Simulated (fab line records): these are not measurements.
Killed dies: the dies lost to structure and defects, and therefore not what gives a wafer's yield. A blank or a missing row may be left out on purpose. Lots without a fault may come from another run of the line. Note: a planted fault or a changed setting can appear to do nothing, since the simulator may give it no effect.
Which tool did it? ; flow gf180mcu ; 6 lots, 18 wafers sampled, at 2 steps of a route of 602

WHAT THE GAUGES READ, wafer by wafer
GF_MVPSD_TW_MEAS_11.
lot;measured;on;MVPSD_TW
L530;day 5 07:37;film_metro-02;557 556 557
L533;day 6 07:02;film_metro-02;555 557 553
L536;day 6 20:37;film_metro-02;555 556 559
L540;day 7 21:06;film_metro-04;546 547 548
L544;day 8 20:13;film_metro-04;658 661 659 658 662 661
L547;day 9 11:23;film_metro-04;550 548 548

WHICH TOOL RAN EACH LOT (tool, then ch and the chambers of the sampled wafers, then the start)
lot;GF_MVPSD_IMPLANT_08
L530;implanter-04 ch 0, day 5 07:13
L533;implanter-02 ch 0, day 6 06:41
L536;implanter-02 ch 0, day 6 20:14
L540;implanter-04 ch 0, day 7 20:42
L544;implanter-03 ch 0, day 8 19:30
L547;implanter-03 ch 0, day 9 11:01
- GF_MVPSD_IMPLANT_08

THE ANSWER, worked out from the rows above alone
Rule: what is usual is taken from the lots themselves. The widest of any qualifying gaps counts: lots, ordered by their means at a reading, are off when they make up no more than a third of the lots, leave a main group of 4 or more, and stand apart from it by 3 or more times the standard deviation of that group's means. Not used: any main group whose means are identical at the precision the tables above print for the reading. Also off: a lot with no number at a reading for which 4 or more lots have one. Any other lot the step has rows for is counted as sound.
Off: L544, seen at GF_MVPSD_TW_MEAS_11 (MVPSD_TW). Main group: mean 553, sd 4.1.
If a tool, at a process step before that reading, ran all the lots that are off and no sound lot after the first of them, it fits. Gauges at GF_MVPSD_TW_MEAS_11: tried the same way as those tools. Not one of the candidates tried fits.

WHAT HAD BEEN PUT IN BY THE SIMULATOR
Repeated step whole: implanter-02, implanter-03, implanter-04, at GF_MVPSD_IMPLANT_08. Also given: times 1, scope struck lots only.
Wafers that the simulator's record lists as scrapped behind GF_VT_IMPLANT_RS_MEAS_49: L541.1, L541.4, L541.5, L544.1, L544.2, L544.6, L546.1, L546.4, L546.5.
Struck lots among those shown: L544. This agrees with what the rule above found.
